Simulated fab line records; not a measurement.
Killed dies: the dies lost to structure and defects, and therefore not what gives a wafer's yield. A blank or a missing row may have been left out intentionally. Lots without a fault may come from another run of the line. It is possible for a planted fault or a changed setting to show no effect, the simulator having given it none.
A single fault, viewed from 2 desks || flow sky130 || each desk has only its own numbers; what lay behind them comes last

FROM THE METROLOGY DESK
Means of the sampled wafers that have a number, per lot and without regard to the tool the lot ran on: this is what the gauges read. Any lot whose mean is over 4 standard deviations away from the usual mean is out of limits and marked OUT; that distance is given in the brackets.
Columns: A = VT_ADJUST_NCORE_OVL at SKY_VT_ADJUST_NCORE_OVL_MEAS_08, usual -0.7 nm; B = VT_ADJUST_HVTR_OVL at SKY_VT_ADJUST_HVTR_OVL_MEAS_08, usual 0.6 nm; C = VT_ADJUST_PCH_OVL at SKY_VT_ADJUST_PCH_OVL_MEAS_07, usual 0.8 nm; D = cd nm at SKY_SONOS_TUNNEL_CD_MEAS_07, usual 409.6 nm
{"lot": "L221", "first seen here": "day 9 17:58", "A": -0.2, "B": -0.1, "C": 0.9, "D": 411.1}
{"lot": "L224", "first seen here": "day 10 10:29", "A": -1.4, "B": 2.2, "C": 0.9, "D": 406.3}
{"lot": "L226", "first seen here": "day 11 02:10", "A": -1.8, "B": 0.5, "C": 1.7, "D": 416.8}
{"lot": "L225", "first seen here": "day 11 02:13", "A": -0.1, "B": 3.0, "C": 1.1, "D": 415.3}
{"lot": "L228", "first seen here": "day 11 14:34", "A": -0.2, "B": -1.2, "C": -0.6, "D": "417.4 (+4.4) OUT"}
{"lot": "L234", "first seen here": "day 12 10:46", "A": -2.8, "B": -0.1, "C": 0.6, "D": 408.6}
{"lot": "L233", "first seen here": "day 12 12:01", "A": 0.1, "B": 0.4, "C": 1.0, "D": 407.2}
{"lot": "L237", "first seen here": "day 13 10:10", "A": -1.9, "B": 0.8, "C": 1.3, "D": 408.8}
{"lot": "L238", "first seen here": "day 13 20:32", "A": -0.5, "B": -1.5, "C": -0.3, "D": 409.3}
{"lot": "L239", "first seen here": "day 14 02:25", "A": -0.9, "B": 1.6, "C": 0.8, "D": 409.1}
{"lot": "L242", "first seen here": "day 14 18:28", "A": -0.8, "B": 0.4, "C": 2.4, "D": 413.3}
{"lot": "L243", "first seen here": "day 15 03:25", "A": -2.0, "B": 0.3, "C": -1.3, "D": 409.6}
{"lot": "L244", "first seen here": "day 15 11:25", "A": -2.0, "B": -0.5, "C": 1.8, "D": 410.3}
This desk finds L228 out of limits, L228 being first, at day 14 18:39 (cd nm at SKY_SONOS_TUNNEL_CD_MEAS_07). L221, L224, L226, L225, L234, L233, L237, L238, L239, L242, L243, L244: within limits.

TOOL OWNER'S DESK, iline stepper-02
The tool's own readings at SKY_SONOS_TUNNEL_EXPOSE_04 (exposes mask TUNM, target cd 410 nm): means of the sampled wafers that have a number, for each lot that ran on this tool. Any lot whose mean is over 4 standard deviations away from the usual mean is out of limits and marked OUT; that distance is given in the brackets.
Columns: A = reticle temp C at SKY_SONOS_TUNNEL_EXPOSE_04, usual 23.03 C
{"lot": "L221", "first seen here": "day 12 04:05", "A": 23.12}
{"lot": "L224", "first seen here": "day 12 23:10", "A": 22.90}
{"lot": "L226", "first seen here": "day 13 15:17", "A": 22.98}
{"lot": "L225", "first seen here": "day 13 15:24", "A": 23.14}
{"lot": "L228", "first seen here": "day 14 05:58", "A": 22.92}
{"lot": "L239", "first seen here": "day 16 23:32", "A": 23.02}
{"lot": "L243", "first seen here": "day 18 03:38", "A": 22.95}
Finding of this desk: none of the 7 lots has anything out of limits.

TAKEN TOGETHER
L228 would have let the metrology desk raise an alarm at day 14 18:39.
The tool owner's desk saw nothing out of limits.
Tool owner's desk: L228 on record, inside its limits.
Every lot named ran SKY_SONOS_TUNNEL_EXPOSE_04 on iline stepper-02.

WHAT THE SIMULATOR PUT IN
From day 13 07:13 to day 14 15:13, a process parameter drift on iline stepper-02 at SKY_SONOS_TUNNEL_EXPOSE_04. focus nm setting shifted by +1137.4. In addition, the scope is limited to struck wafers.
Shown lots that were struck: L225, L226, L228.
Per desk, hours elapsed from the start of the fault to the first reading out of limits: for the metrology desk, 35.
